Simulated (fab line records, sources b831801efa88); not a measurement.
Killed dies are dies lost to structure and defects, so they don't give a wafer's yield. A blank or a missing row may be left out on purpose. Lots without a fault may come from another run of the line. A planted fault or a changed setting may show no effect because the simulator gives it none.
fab line records | flow sky130
record lots=7 wafers=21 last_day=49
route steps=708 shown LDD_LDN@301 SPACER@304 POLY_CUT@307
lots that met no fault: from a run of the same line without faults
start_h: hours from the record's first day to the start of the lot's first wafer shown | wait_h: hours since the lot's step before | " the same as in the row above | L1.1+2: a row that stands for several wafers | - no value, or no start given | * or withheld: withheld | < > ~ a bound
route shown NAME@n: a module of which the file shows steps, and the number in the route of the first | usual: mean/standard deviation of fault-free wafers | same: alike in all rows | chamber/n: place in a boat | sites: the reading at each site | _std_site: their standard deviation | _edge_site: outer sites' mean less inner sites' | radius_mm: how far each site lies from the wafer's centre | mask NAME#n: copy n | behind: the tool/chamber that last shaped the wafer | hold: why the lot was held/for how many hours/how that ended | device: the transistor (n, p or np) that didn't switch | end of line: the same wafers' tests at the end of the route | a step without rows: its recipe alone | killed: dies lost to structure and defects at the first sort, not the wafer's yield | map: a wafer's dies, x killed, . not, _ none there
set.NAME: the setting as run; set.NAME@STEP: as run at that earlier step | model.NAME: the simulator's own value behind a step, which no gauge read
lots at some steps of the route; a table a step, a row a wafer
services: from which hour (start_h, from the record's first day; less than 0 if before it) a tool's chamber was out of use, for how many hours, and why
## steps
# step SKY_LDD_LDN_STRIP_12
# recipe chemistry=O2/N2 power_w=1400 pressure_mtorr=1500 platen_temp_c=withheld o2_flow_sccm=3000 n2_flow_sccm=300 overash_fraction=0.5
# usual drypump_motor_current_A=5.4/0.45 oes_product_au=0.716/0.0047 strip_time_to_endpoint_s=14.16/0.037
# columns lot.wafer tool chamber start_h wait_h drypump_motor_current_A oes_product_au rf_hours_counter_h strip_time_to_endpoint_s
L698.3 plasma_asher-04 1 536.74 0.1 5.7 0.721 - 14.18
L698.4 " 0 " " 5.6 0.724 - 14.16
L698.5 " 0 " " 5.6 0.716 - 14.13
L704.1 plasma_asher-02 0 580.26 0.1 6.1 0.720 14 14.18
L704.3 " 1 " " 5.4 0.719 - 14.16
L704.6 " 1 " " 5.5 0.706 - 14.19
L705.1 plasma_asher-03 1 586.46 0.1 5.0 0.711 44 14.18
L705.2 " 0 " " 4.9 0.716 44 14.18
L705.3 " 1 " " 5.0 0.710 - 14.19
L706.1 plasma_asher-02 0 596.60 0.1 6.1 0.711 16 14.20
L706.5 " 1 " " 5.5 0.720 - 14.18
L706.6 " 0 " " 6.1 0.705 - 14.14
L711.1 plasma_asher-03 1 644.69 0.1 5.0 0.709 50 14.16
L711.3 " 0 " " 4.9 0.711 - 14.11
L711.6 " 1 " " 5.0 0.712 - 14.10
L717.2 plasma_asher-03 1 685.41 0.1 5.0 0.719 54 14.25
L717.4 " 0 " " 4.8 0.717 - 14.26
L717.5 " 0 " " 4.9 0.720 - 14.22
L718.2 plasma_asher-02 0 694.71 0.1 6.1 0.720 25 14.20
L718.3 " 1 " " 5.5 0.717 - 14.13
L718.4 " 0 " " 6.1 0.718 - 14.14
# step SKY_LDD_LDN_TW_MEAS_13
# usual LDD_LDN_TW=1472/8.6
# columns lot.wafer tool chamber start_h wait_h LDD_LDN_TW
L698.3 film_metro-04 - 536.83 0.1 1477
L698.4 " - " " 1478
L698.5 " - " " 1476
L704.1 film_metro-01 - 580.36 0.1 1465
L704.3 " - " " 1466
L704.6 " - " " 1464
L705.1 film_metro-04 - 586.56 0.1 1475
L705.2 " - " " 1469
L705.3 " - " " 1483
L706.1 film_metro-03 - 596.70 0.1 1471
L706.5 " - " " 1474
L706.6 " - " " 1475
L711.1 film_metro-04 - 644.79 0.1 1465
L711.3 " - " " 1468
L711.6 " - " " 1469
L717.2 film_metro-01 - 685.52 0.1 1459
L717.4 " - " " 1459
L717.5 " - " " 1459
L718.2 film_metro-03 - 694.82 0.1 1476
L718.3 " - " " 1477
L718.4 " - " " 1479
# step SKY_LDD_LDN_CLEAN_14
# recipe chemistry=SC1/SC2 mix=1:4:20 temp_c=70 time_s=150 dry=n2_spin
# step SKY_SPACER_CVD_00
# recipe material=Si3N4 precursor=DCS/NH3 target_thk_nm=43.1 temp_c=770 time_s=740 pressure_mtorr=250
# step SKY_SPACER_THK_MEAS_01
# recipe reads=Si3N4_of_SPACER_CVD_00
# usual SPACER_CVD_00_THK=43.3/0.38
# columns lot.wafer tool chamber start_h wait_h SPACER_CVD_00_THK[nm]
L698.3 film_metro-01 - 538.14 0.0 43.4
L698.4 " - " " 43.7
L698.5 " - " " 44.2
L704.1 film_metro-04 - 595.75 0.0 44.0
L704.3 " - " " 43.5
L704.6 " - " " 43.7
L705.1 film_metro-02 - 595.75 0.0 43.4
L705.2 " - " " 43.1
L705.3 " - " " 43.3
L706.1 film_metro-04 - 598.02 0.0 42.7
L706.5 " - " " 42.8
L706.6 " - " " 42.9
L711.1 film_metro-04 - 646.11 0.0 42.8
L711.3 " - " " 43.1
L711.6 " - " " 43.0
L717.2 film_metro-04 - 686.83 0.0 43.2
L717.4 " - " " 43.0
L717.5 " - " " 42.7
L718.2 film_metro-04 - 697.48 0.0 43.4
L718.3 " - " " 43.5
L718.4 " - " " 43.4
# step SKY_SPACER_ETCHBACK_02
# recipe chemistry=CH3F/O2 target=Si3N4 stop_on=SiO2 source_w=400 bias_w=80 pressure_mtorr=25 ch3f_flow_sccm=40 O2_flow_sccm=30 time_s=46.7 target_depth_a=450
# usual drypump_motor_current_A=5.7/0.51 oes_product_au=0.857/0.0063 throttle_valve_pct=10.563/0.0091
# columns lot.wafer tool chamber start_h wait_h drypump_motor_current_A oes_product_au rf_hours_counter_h throttle_valve_pct
L698.3 rie_diel-03 0 538.18 0.0 5.9 0.860 1 10.591
L698.4 " 1 " " 6.0 0.849 27 10.561
L698.5 " 2 " " 5.4 0.873 - 10.580
L704.1 rie_diel-02 2 595.81 0.1 5.5 0.864 1 10.557
L704.3 " 3 " " 5.1 0.866 28 10.571
L704.6 " 2 " " 5.5 0.861 - 10.592
L705.1 rie_diel-04 0 595.81 0.1 6.4 0.858 53 10.568
L705.2 " 3 " " 5.0 0.855 5 10.579
L705.3 " 1 " " 4.9 0.858 17 10.544
L706.1 rie_diel-04 0 598.08 0.1 6.4 0.852 53 10.550
L706.5 " 3 " " 5.0 0.849 - 10.573
L706.6 " 0 " " 6.4 0.859 - 10.566
L711.1 rie_diel-02 3 646.17 0.1 5.2 0.849 29 10.559
L711.3 " 1 " " 5.9 0.856 3 10.551
L711.6 " 3 " " 5.2 0.853 - 10.551
L717.2 rie_diel-02 2 686.88 0.0 5.5 0.867 3 10.567
L717.4 " 0 " " 5.7 0.863 26 10.564
L717.5 " 0 " " 5.7 0.841 - 10.556
L718.2 rie_diel-04 1 697.53 0.0 4.9 0.853 19 10.574
L718.3 " 3 " " 5.0 0.861 6 10.573
L718.4 " 1 " " 4.9 0.858 - 10.575
# step SKY_POLY_CUT_DEHYDRATE_00
# recipe temp_c=200 time_s=60
# step SKY_POLY_CUT_HMDS_01
# recipe prime_time_s=60 prime_temp_c=120
# step SKY_POLY_CUT_COAT_02
# recipe resist=BARC temp_c=withheld time_s=withheld spin_rpm=3000 resist_thk_nm=60
# step SKY_POLY_CUT_COAT_03
# recipe resist=KrF-thick spin_rpm=3000 resist_thk_nm=450
# step SKY_POLY_CUT_SOFTBAKE_04
# recipe temp_c=100 time_s=90 resist=KrF-thick
# step SKY_POLY_CUT_EXPOSE_05
# recipe mask_id=NPCM na=0.8 source_shape=annular sigma_inner=0.55 sigma_outer=0.85 target_cd_nm=270 dose_mj=32
# step SKY_POLY_CUT_PEB_06
# recipe peb_temp_c=withheld peb_time_s=withheld resist=KrF-thick
# usual chill_plate_temp_C=* exhaust_pa=44.9/0.98
# columns lot.wafer tool chamber start_h wait_h chill_plate_temp_C exhaust_pa
L698.3 litho_track-04 0 567 - * 44.8
L698.4 " 0 " " * 43.5
L698.5 " 0 " " * 44.7
L704.1 litho_track-03 - 623 - - -
L704.3 " - " " - -
L704.6 " - " " - -
L705.1 litho_track-03 - 623 - - -
L705.2 " - " " - -
L705.3 " - " " - -
L706.1 litho_track-02 - 627 - - -
L706.5 " - " " - -
L706.6 " - " " - -
L711.1 litho_track-02 0 673 - * 44.3
L711.3 " 0 " " * 43.7
L711.6 " 0 " " * 44.6
L717.2 litho_track-03 0 714 - * 44.9
L717.4 " 0 " " * 44.8
L717.5 " 0 " " * 44.9
L718.2 litho_track-02 0 724 - * 45.0
L718.3 " 0 725 - * 43.9
L718.4 " 0 " " * 44.1
# step SKY_POLY_CUT_DEVELOP_07
# recipe develop_time_s=60 resist=KrF-thick dev_temp_c=21
## services
# columns tool chamber start_h hours kind
rie_diel-02 2 514.20 4.4 repair
rie_diel-02 - 517.69 0.1 repair
rie_diel-02 2 519.62 - clean
rie_diel-02 2 519.62 14.0 scheduled_down
rie_diel-02 2 519.62 14.0 vent_cycle
rie_diel-03 - 536.04 0.6 repair
rie_diel-03 3 547.73 13.9 repair
rie_diel-02 0 556.79 5.8 repair
rie_diel-02 1 557.59 16.3 repair
plasma_asher-03 - 573.74 7.6 repair
rie_diel-03 3 581.71 7.3 repair
rie_diel-02 0 625.62 1.6 repair
rie_diel-02 2 635.49 16.2 repair
rie_diel-03 3 664.08 6.6 repair
rie_diel-04 3 670.12 13.5 repair
rie_diel-02 - 675.24 2.8 pm
rie_diel-04 0 683.66 - clean
rie_diel-04 - 686.39 7.2 repair
rie_diel-03 2 693.60 7.3 repair
rie_diel-03 1 695.95 6.3 repair
rie_diel-03 0 696.57 7.2 repair
rie_diel-02 - 700.35 0.1 repair
rie_diel-04 1 708.05 4.2 repair
rie_diel-04 2 712.05 4.6 repair
## key
first_sign step=SKY_POLY_CUT_PEB_06 reading=tool_record direction=missing
effect none on later readings
met_at SKY_POLY_CUT_PEB_06
struck_wafers L704.1,L704.3,L704.6,L705.1,L705.2,L705.3,L706.1,L706.5,L706.6
later_rows_left_out L704.1,L704.3,L704.6,L705.1,L705.2,L705.3,L706.1,L706.5,L706.6
sort_left_out L704.1,L704.3,L704.6,L705.1,L705.2,L705.3,L706.1,L706.5,L706.6
tester_left_out L704,L705,L706
fault kind=skipped_step_whole tool=litho_track-02,litho_track-03 chamber=- onset_h=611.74 steps=SKY_POLY_CUT_PEB_06 scope=struck_lots_only
# tester_left_out: of these lots the tester's yield and bins aren't shown, on N5 and GAA mostly nor the transistor test; their killed dies are dies lost to structure and defects alone, not to doping, threshold or leakage, so they don't give the yield
# sort_left_out: the simulated sort isn't trusted on such a fault, so these wafers' sort isn't shown, and their yield isn't known
# later_rows_left_out: the simulator's readings of these wafers behind a module that went badly wrong aren't trusted and aren't shown, but for the sort
